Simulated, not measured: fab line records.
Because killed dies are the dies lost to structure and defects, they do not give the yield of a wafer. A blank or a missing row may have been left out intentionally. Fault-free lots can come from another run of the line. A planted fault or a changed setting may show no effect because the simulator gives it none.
What tool caused it? || flow sky130 || 42 wafers from 14 lots sampled at 2 of the route's 708 steps

== WHAT THE GAUGES READ, wafer by wafer ==
The record holds no reading of a measuring or inspecting step that can be judged against a usual standard deviation.

== EACH LOT AND THE TOOL THAT RAN IT (in order: tool; ch and the chambers of the sampled wafers; start) ==
{"lot": "L180", "SKY_VT_ADJUST_LVTN_IMPLANT_08": "implanter-04 ch 0, day 6 18:55", "SKY_PAD_OPEN_PROBE_99": "-"}
{"lot": "L181", "SKY_VT_ADJUST_LVTN_IMPLANT_08": "implanter-02 ch 0, day 7 01:47", "SKY_PAD_OPEN_PROBE_99": "-"}
{"lot": "L183", "SKY_VT_ADJUST_LVTN_IMPLANT_08": "implanter-03 ch 0, day 7 23:53", "SKY_PAD_OPEN_PROBE_99": "-"}
{"lot": "L185", "SKY_VT_ADJUST_LVTN_IMPLANT_08": "implanter-02 ch 0, day 8 08:31", "SKY_PAD_OPEN_PROBE_99": "-"}
{"lot": "L184", "SKY_VT_ADJUST_LVTN_IMPLANT_08": "implanter-04 ch 0, day 8 10:52", "SKY_PAD_OPEN_PROBE_99": "-"}
{"lot": "L186", "SKY_VT_ADJUST_LVTN_IMPLANT_08": "implanter-02 ch 0, day 8 13:49", "SKY_PAD_OPEN_PROBE_99": "-"}
{"lot": "L188", "SKY_VT_ADJUST_LVTN_IMPLANT_08": "implanter-02 ch 0, day 9 04:46", "SKY_PAD_OPEN_PROBE_99": "-"}
{"lot": "L189", "SKY_VT_ADJUST_LVTN_IMPLANT_08": "implanter-02 ch 0, day 9 12:09", "SKY_PAD_OPEN_PROBE_99": "prober-02, day 48 09:42"}
{"lot": "L190", "SKY_VT_ADJUST_LVTN_IMPLANT_08": "implanter-04 ch 0, day 9 18:30", "SKY_PAD_OPEN_PROBE_99": "prober-01, day 48 10:26"}
{"lot": "L191", "SKY_VT_ADJUST_LVTN_IMPLANT_08": "implanter-02 ch 0, day 9 22:02", "SKY_PAD_OPEN_PROBE_99": "prober-02, day 48 11:26"}
{"lot": "L194", "SKY_VT_ADJUST_LVTN_IMPLANT_08": "implanter-03 ch 0, day 10 13:31", "SKY_PAD_OPEN_PROBE_99": "prober-01, day 49 03:34"}
{"lot": "L199", "SKY_VT_ADJUST_LVTN_IMPLANT_08": "implanter-03 ch 0, day 12 03:22", "SKY_PAD_OPEN_PROBE_99": "-"}
{"lot": "L201", "SKY_VT_ADJUST_LVTN_IMPLANT_08": "implanter-04 ch 0, day 12 10:35", "SKY_PAD_OPEN_PROBE_99": "prober-02, day 50 13:56"}
{"lot": "L203", "SKY_VT_ADJUST_LVTN_IMPLANT_08": "implanter-03 ch 0, day 13 04:10", "SKY_PAD_OPEN_PROBE_99": "prober-02, day 50 19:32"}
- SKY_VT_ADJUST_LVTN_IMPLANT_08
- SKY_PAD_OPEN_PROBE_99

== AS READ BY THE TOOLS THEMSELVES (means over the sampled wafers that have a number; for cases with no such wafer, the mark the record gives instead) ==
SKY_VT_ADJUST_LVTN_IMPLANT_08.
{"lot": "L180", "tool": "implanter-04", "beam-energy-keV": 29.999, "beam-on-s (s)": 10.01}
{"lot": "L181", "tool": "implanter-02", "beam-energy-keV": 30.013, "beam-on-s (s)": 10.08}
{"lot": "L183", "tool": "implanter-03", "beam-energy-keV": 29.984, "beam-on-s (s)": 9.90}
{"lot": "L185", "tool": "implanter-02", "beam-energy-keV": 30.009, "beam-on-s (s)": 10.01}
{"lot": "L184", "tool": "implanter-04", "beam-energy-keV": 29.997, "beam-on-s (s)": 10.13}
{"lot": "L186", "tool": "implanter-02", "beam-energy-keV": 30.012, "beam-on-s (s)": 10.00}
{"lot": "L188", "tool": "implanter-02", "beam-energy-keV": 29.998, "beam-on-s (s)": 9.91}
{"lot": "L189", "tool": "implanter-02", "beam-energy-keV": 28.752, "beam-on-s (s)": 10.05}
{"lot": "L190", "tool": "implanter-04", "beam-energy-keV": 29.991, "beam-on-s (s)": 10.04}
{"lot": "L191", "tool": "implanter-02", "beam-energy-keV": 28.751, "beam-on-s (s)": 9.82}
{"lot": "L194", "tool": "implanter-03", "beam-energy-keV": 30.008, "beam-on-s (s)": 10.05}
{"lot": "L199", "tool": "implanter-03", "beam-energy-keV": 30.005, "beam-on-s (s)": 10.00}
{"lot": "L201", "tool": "implanter-04", "beam-energy-keV": 29.994, "beam-on-s (s)": 10.00}
{"lot": "L203", "tool": "implanter-03", "beam-energy-keV": 30.008, "beam-on-s (s)": 9.84}

SKY_PAD_OPEN_PROBE_99.
{"lot": "L189", "tool": "prober-02", "killed_at_M0_to_M3": 46, "killed_at_M4_up": 2.0, "killed-at-contacts": 30, "killed-at-front-end": 11, "killed-at-other": 0.0, "killed-dies": 89, "killed-on-rim": 14, "killed-open": 51, "killed-short": 38}
{"lot": "L190", "tool": "prober-01", "killed_at_M0_to_M3": 46, "killed_at_M4_up": 4.0, "killed-at-contacts": 28, "killed-at-front-end": 13, "killed-at-other": 0.0, "killed-dies": 91, "killed-on-rim": 21, "killed-open": 52, "killed-short": 39}
{"lot": "L191", "tool": "prober-02", "killed_at_M0_to_M3": 43, "killed_at_M4_up": 3.7, "killed-at-contacts": 27, "killed-at-front-end": 13, "killed-at-other": 0.0, "killed-dies": 86, "killed-on-rim": 14, "killed-open": 49, "killed-short": 37}
{"lot": "L194", "tool": "prober-01", "killed_at_M0_to_M3": 44, "killed_at_M4_up": 5.0, "killed-at-contacts": 26, "killed-at-front-end": 11, "killed-at-other": 0.0, "killed-dies": 86, "killed-on-rim": 19, "killed-open": 46, "killed-short": 40}
{"lot": "L201", "tool": "prober-02", "killed_at_M0_to_M3": 48, "killed_at_M4_up": 2.0, "killed-at-contacts": 33, "killed-at-front-end": 14, "killed-at-other": 0.3, "killed-dies": 98, "killed-on-rim": 15, "killed-open": 56, "killed-short": 42}
{"lot": "L203", "tool": "prober-02", "killed_at_M0_to_M3": 44, "killed_at_M4_up": 3.3, "killed-at-contacts": 28, "killed-at-front-end": 15, "killed-at-other": 0.7, "killed-dies": 92, "killed-on-rim": 19, "killed-open": 56, "killed-short": 36}

== THE ANSWER, worked out from the rows above alone ==
Rule: what is usual is taken from the lots themselves. Put in order of their means at a reading, lots are off if they are a third of the lots or fewer, leave a main group of 4 or more, and stand apart from it by a gap of 3 or more times the standard deviation of the main group's means; of several such gaps the widest counts. Not used: any main group whose means are identical at the precision the tables above print for the reading. A lot without any number at a reading at which 4 lots or more have one is off too. Any other lot the step has rows for is counted as sound. The gauges are gone through in route order, then the tools' own readings, and for those a lot's mean is taken as printed above. The first step at which some lot is off is used, and at that step the reading that is off furthest; a lot without a number counts as furthest.
Off, at SKY_VT_ADJUST_LVTN_IMPLANT_08 on beam-energy-keV: L189, L191. For the main group the mean is 30.002 and the standard deviation 0.0087.
If a tool, at that step or one of the process steps before it, ran each lot that is off and ran no sound lot following the first of them, it fits. One candidate fits, namely implanter-02 at SKY_VT_ADJUST_LVTN_IMPLANT_08. A fault onset in the window from L188 (day 9 04:46, its last sound lot) to L189 (day 9 12:09, its first lot off) fits.
The tool's own readings at SKY_VT_ADJUST_LVTN_IMPLANT_08 bear it out: on the lots that are off they differ by more than 5 times the standard deviation of the sound lots' means. beam-energy-keV reads 28.752 there against 30.002 on the sound lots.

== WHAT THE SIMULATOR HAD PUT IN ==
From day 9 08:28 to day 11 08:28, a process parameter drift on implanter-02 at SKY_VT_ADJUST_LVTN_IMPLANT_08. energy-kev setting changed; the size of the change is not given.
Lots struck among those shown: L189, L191. The same result came from the rule above.
